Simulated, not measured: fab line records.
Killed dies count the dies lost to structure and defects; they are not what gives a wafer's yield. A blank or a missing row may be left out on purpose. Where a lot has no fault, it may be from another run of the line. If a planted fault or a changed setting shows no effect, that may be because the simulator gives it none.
A lot that was struck, set against a sound lot ; flow gf180mcu ; 19 out of 602 route steps
Sound: wafers L766.2, L766.5, L766.6. The struck wafers were L774.1, L774.5, L774.6. At the end, the cause is stated.
Per side, at each step with rows, come the tool, then ch with its chambers, and then its first start. Under that, the readings that differ: sound wafers ; struck wafers ; difference of the means ; sigmas: that difference in standard deviations of wafers without a fault.
alike: readings with means less than 2 such deviations apart, plus words and numbers identical on both sides. not compared: withheld readings, readings lacking a value on some wafer, bounds such as >300 that could conceal the same value, and numbers that have no deviation in the record and whose values overlap.
A row with sigmas, a row that says differs or no value, or rows on one side alone: a step with any of these is where the two part. Numbers that don't overlap but have no deviation are shown without sigmas and don't part them. Lack of a reading on every wafer of one side parts them only where that side has two or more wafers.

first, 3 steps without rows for these wafers: GF_HV_LDD_EXPOSE_16 (exposes mask Pplus LV AREA, target cd 400 nm); GF_HV_LDD_PEB_17; GF_HV_LDD_DEVELOP_18 (develop time 60 s).
GF_HV_LDD_CD_MEAS_19: target cd 400 nm.
  sound: cd sem-01 at day 13 04:22; struck: cd sem-02 at day 15 17:50
  alike: cd nm
GF_HV_LDD_OVL_MEAS_20:
  sound: overlay-01 at day 13 04:28; struck: overlay-01 at day 15 17:58
  alike: HV_LDD_01_OVL
after that, 1 step had no rows for these wafers: GF_HV_LDD_IMPLANT_21.
GF_HV_LDD_STRIP_22: strips in O2/N2.
  sound on plasma asher-04 ch 0,1, day 13 04:38; struck on plasma asher-04 ch 0,1, day 15 18:08
  alike: drypump motor current A, heater power w, n2 flow sccm, oes product au, strip time to endpoint s
  not compared: rf hours counter h
GF_HV_LDD_TW_MEAS_23:
  sound: film metro-04 at day 13 04:45; struck: film metro-01 at day 15 18:14
  alike: HV_LDD_2_TW
then, 4 steps without rows for these wafers: GF_HV_LDD_DEHYDRATE_24 (time 60 s); GF_HV_LDD_HMDS_25 (prime time 60 s); GF_HV_LDD_COAT_26 (resist thk 1000 nm); GF_HV_LDD_SOFTBAKE_27 (time 60 s).
GF_HV_LDD_EXPOSE_28: exposes mask Nplus HV AREA, target cd 400 nm.
  sound on iline stepper-02 ch 0, day 13 15:05; struck on iline stepper-02 ch 0, day 16 05:03
reading;sound;struck;difference;sigmas
model.HV_LDD.overlay x nm (nm);0.05332 0.05332 0.05332;-84.24 -84.24 -84.24;-84.29;
  alike: mask, focus offset nm
then, 2 steps without rows for these wafers: GF_HV_LDD_PEB_29; GF_HV_LDD_DEVELOP_30 (develop time 60 s).
GF_HV_LDD_CD_MEAS_31: target cd 400 nm.
  sound: cd sem-02 at day 14 01:13; struck: cd sem-01 at day 16 16:37
  alike: cd nm
GF_HV_LDD_OVL_MEAS_32:
  sound: overlay-01 at day 14 01:19; struck: overlay-01 at day 16 16:44
reading;sound;struck;difference;sigmas
HV_LDD_02_OVL (nm);-0.3 1.6 -1.3;-82.9 -82.6 -84.8;-83.4;-64
after that, 1 step had no rows for these wafers: GF_HV_LDD_IMPLANT_33.
GF_PASSIVATION_PROBE_99:
  the record holds rows for the sound wafers here (prober-01, day 31 09:31) but none for the struck ones

## WHERE THEY PART
Earliest at GF_HV_LDD_OVL_MEAS_32; latest, in this record, at GF_PASSIVATION_PROBE_99.

WHY: whatever the simulator had introduced
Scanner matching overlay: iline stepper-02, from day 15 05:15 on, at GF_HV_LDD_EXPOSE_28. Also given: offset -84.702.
